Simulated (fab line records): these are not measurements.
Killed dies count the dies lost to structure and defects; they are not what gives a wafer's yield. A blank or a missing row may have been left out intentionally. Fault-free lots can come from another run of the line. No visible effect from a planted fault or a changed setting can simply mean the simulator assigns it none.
Which of the tools did it?	flow sky130	13 lots, 38 wafers sampled, at 4 steps of a route of 708

## WHAT EACH GAUGE READ, for each wafer
SKY_VT_ADJUST_PCH_OVL_MEAS_07. Usual: for VT_ADJUST_PCH_OVL the level is 1.3 nm and the standard deviation is 1.3.
lot	measured	on	VT_ADJUST_PCH_OVL (nm)	flag
L125	day 10 07:13	overlay-02	0.4 2.7 1.9	
L126	day 10 11:14	overlay-02	2.2 2.3 1.6	
L127	day 10 19:38	overlay-02	2.0 2.8 0.8	
L128	day 11 01:31	overlay-02	0.6 1.1 1.6	
L131	day 12 03:02	overlay-02	2.5 3.1 0.9	
L134	day 13 15:17	overlay-02	-1.1 -0.6 -1.5	
L137	day 14 17:13	overlay-02	1.9 0.6	
L139	day 15 02:29	overlay-01	1.8 0.5 1.2	
L143	day 16 01:28	overlay-01	-1.5 0.2 -1.7	
L144	day 16 11:29	overlay-01	-0.1 -1.3 0.6	
L145	day 16 19:44	overlay-02	0.9 0.4 2.5	
L146	day 16 23:47	overlay-01	0.2 3.8 2.4	
L147	day 17 05:23	overlay-02	0.4 0.4 0.3	

SKY_SONOS_ONO_THK_MEAS_01. Usual: for SONOS_ONO_OXIDATION_THK the level is 2.90 nm and the standard deviation is 0.061.
lot	measured	on	SONOS_ONO_OXIDATION_THK (nm)	flag
L125	day 11 09:14	filmMetro-03	2.89 2.88 2.89	
L126	day 11 13:58	filmMetro-02	2.91 2.86 2.81	
L127	day 11 21:43	filmMetro-03	2.83 2.81 2.86	
L128	day 12 06:21	filmMetro-01	2.88 2.86 2.82	
L131	day 13 06:09	filmMetro-02	2.87 2.83 2.89	
L134	day 14 21:58	filmMetro-03	3.06 3.08 3.02	
L137	day 15 23:09	filmMetro-03	2.98 2.93	
L139	day 16 09:56	filmMetro-01	2.97 2.88 2.93	
L143	day 17 09:43	filmMetro-01	2.90 2.97 2.89	
L144	day 17 18:48	filmMetro-03	2.93 2.86 2.91	
L145	day 18 02:14	filmMetro-02	2.78 2.81 2.82	
L146	day 18 07:53	filmMetro-01	2.90 2.85 2.87	
L147	day 18 12:27	filmMetro-01	2.88 2.93 2.99	

## EACH LOT AND THE TOOL THAT RAN IT (in order: tool; ch and the chambers of the sampled wafers; start)
lot	SKY_PWDE_COAT_02	SKY_PWDE_STRIP_09
L125	lithoTrack-03 ch 0, day 3 13:13	plasmaAsher-01 ch 0,1, day 3 22:18
L126	lithoTrack-02 ch 0, day 3 15:46	plasmaAsher-03 ch 1, day 4 00:40
L127	lithoTrack-04 ch 0, day 4 00:01	plasmaAsher-01 ch 0,1, day 4 08:23
L128	lithoTrack-04 ch 0, day 4 01:50	plasmaAsher-01 ch 0,1, day 4 10:31
L131	lithoTrack-03 ch 0, day 4 21:26	plasmaAsher-04 ch 0,1, day 5 05:49
L134	lithoTrack-03 ch 0, day 5 21:32	plasmaAsher-04 ch 0,1, day 6 06:58
L137	lithoTrack-04 ch 0, day 6 14:47	plasmaAsher-04 ch 0,1, day 7 00:57
L139	lithoTrack-04 ch 0, day 6 22:25	plasmaAsher-01 ch 0,1, day 7 08:42
L143	lithoTrack-02 ch 0, day 7 16:41	plasmaAsher-03 ch 0, day 8 03:12
L144	lithoTrack-04 ch 0, day 7 22:38	plasmaAsher-01 ch 0,1, day 8 08:20
L145	lithoTrack-02 ch 0, day 8 03:56	plasmaAsher-01 ch 0,1, day 8 14:42
L146	lithoTrack-03 ch 0, day 8 06:14	plasmaAsher-04 ch 0,1, day 8 16:33
L147	lithoTrack-04 ch 0, day 8 12:38	plasmaAsher-03 ch 1, day 8 22:51
- SKY_PWDE_COAT_02: resist thk 3000 nm.
- SKY_PWDE_STRIP_09: strips in O2/N2.

## WHAT THE TOOLS THEMSELVES READ (means of the sampled wafers that have a number; where no wafer has one, the mark that the record gives instead)
SKY_PWDE_STRIP_09. Usual: drypumpMotorCurrentA 5.7 A, standard deviation 0.34; oesProductAu 0.722 a.u., standard deviation 0.0043; stripTimeToEndpointS 36.95 s, standard deviation 0.1.
lot	tool	drypumpMotorCurrentA (A)	oesProductAu (a.u.)	stripTimeToEndpointS (s)	flag
L125	plasmaAsher-01	5.6	0.721	36.82	
L126	plasmaAsher-03	5.1	0.721	37.08	
L127	plasmaAsher-01	5.8	0.724	36.98	
L128	plasmaAsher-01	5.6	0.726	36.95	
L131	plasmaAsher-04	6.1	0.724	37.93	OFF
L134	plasmaAsher-04	6.1	0.721	37.83	OFF
L137	plasmaAsher-04	6.0	0.719	36.98	
L139	plasmaAsher-01	5.6	0.719	37.05	
L143	plasmaAsher-03	5.6	0.718	36.91	
L144	plasmaAsher-01	5.7	0.724	37.03	
L145	plasmaAsher-01	5.7	0.721	36.71	
L146	plasmaAsher-04	5.9	0.719	36.93	
L147	plasmaAsher-03	5.1	0.721	37.00	

## THE ANSWER, worked out from the rows above alone
Rule: take the mean of a lot's wafers that have a number; if it is more than 3 standard deviations from the usual mean, the lot is off. Also off: a lot with no number at a reading for which 4 or more lots have one. All remaining lots with rows at the step are treated as sound. First the gauges in route order, then the tools' own readings, where a lot's mean is used as printed above. The first step at which some lot is off is used, and at that step the reading that is off furthest; a lot without a number counts as furthest.
Off: L131, L134 (SKY_PWDE_STRIP_09, stripTimeToEndpointS).
A tool fits if, at that step or a process step before it, it ran every lot that is off, and no sound lot after the first of them. None of those tried fits.

## WHAT THE SIMULATOR HAD PUT IN
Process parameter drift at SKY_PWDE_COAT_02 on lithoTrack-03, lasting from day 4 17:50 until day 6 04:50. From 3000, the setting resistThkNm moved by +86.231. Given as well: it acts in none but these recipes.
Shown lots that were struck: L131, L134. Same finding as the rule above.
